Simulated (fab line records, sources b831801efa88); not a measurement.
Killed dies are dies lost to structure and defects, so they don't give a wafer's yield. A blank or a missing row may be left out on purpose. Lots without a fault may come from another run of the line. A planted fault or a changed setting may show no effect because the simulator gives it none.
One fault seen from 2 desks | flow gf180mcu | each desk has only its own numbers; what lay behind them comes last

THE TOOL OWNER'S DESK: plasma_asher-04
The tool's own readings at GF_CONTACT_STRIP_18 (strips in O2/N2): means of the sampled wafers that have a number, for each lot that ran on this tool. A lot is out of limits, marked OUT, if its mean lies more than 4 standard deviations from the usual mean; the brackets give that distance.
Columns: A = drypump_motor_current_A at GF_CONTACT_STRIP_18, usual 5.5 A; B = heater_power_w at GF_CONTACT_STRIP_18, usual 320 W; C = o2_flow_sccm at GF_CONTACT_STRIP_18, usual 3000 sccm; D = oes_product_au at GF_CONTACT_STRIP_18, usual 0.579 a.u.
lot  | first seen here | A   | B   | C    | D
L621 | day 16 01:36    | 5.2 | 303 | 2997 | 0.578
L622 | day 16 11:00    | 5.2 | 304 | 2998 | 0.580
L624 | day 17 14:22    | 5.2 | 309 | 3002 | 0.578
L623 | day 17 19:43    | 5.2 | 306 | 2992 | 0.574
L626 | day 19 00:14    | 5.2 | 309 | 3001 | 0.581
L637 | day 22 07:22    | 5.2 | 303 | 3001 | 0.575
L638 | day 22 16:58    | 5.2 | 306 | 2999 | 0.582
L640 | day 23 11:16    | 5.2 | 312 | 2995 | 0.577
L642 | day 23 21:49    | 5.2 | 303 | 3013 | 0.577
This desk's finding: nothing out of limits on any of the 9 lots.

THE METROLOGY DESK
What the gauges read, lot by lot, whatever tool the lot ran on: means of the sampled wafers that have a number. A lot is out of limits, marked OUT, if its mean lies more than 4 standard deviations from the usual mean; the brackets give that distance.
Columns: A = V5_CVD_02_THK at GF_V5_THK_MEAS_03, usual 1449 nm; B = PASSIVATION_CVD_02_THK at GF_PASSIVATION_THK_MEAS_03, usual 702 nm
lot  | first seen here | A    | B
L620 | day 26 02:27    | 1447 | 703
L621 | day 26 06:37    | 1451 | 707
L622 | day 26 16:25    | 1463 | 709
L624 | day 27 14:56    | 1444 | 695
L623 | day 27 19:48    | 1469 | 711
L626 | day 28 19:44    | 1463 | 697
L636 | day 31 08:46    | 1452 | 705
L637 | day 31 08:59    | 1436 | 695
L638 | day 31 17:36    | 1449 | 699
L639 | day 31 22:23    | 1471 | 717
L640 | day 32 04:47    | 1426 | 703
L641 | day 32 08:06    | 1448 | 699
L642 | day 32 14:36    | 1460 | 698
L643 | day 32 18:33    | 1445 | 696
This desk's finding: nothing out of limits on any of the 14 lots.

PUT TOGETHER
The tool owner's desk saw nothing out of limits.
The metrology desk saw nothing out of limits.

WHAT THE SIMULATOR HAD PUT IN
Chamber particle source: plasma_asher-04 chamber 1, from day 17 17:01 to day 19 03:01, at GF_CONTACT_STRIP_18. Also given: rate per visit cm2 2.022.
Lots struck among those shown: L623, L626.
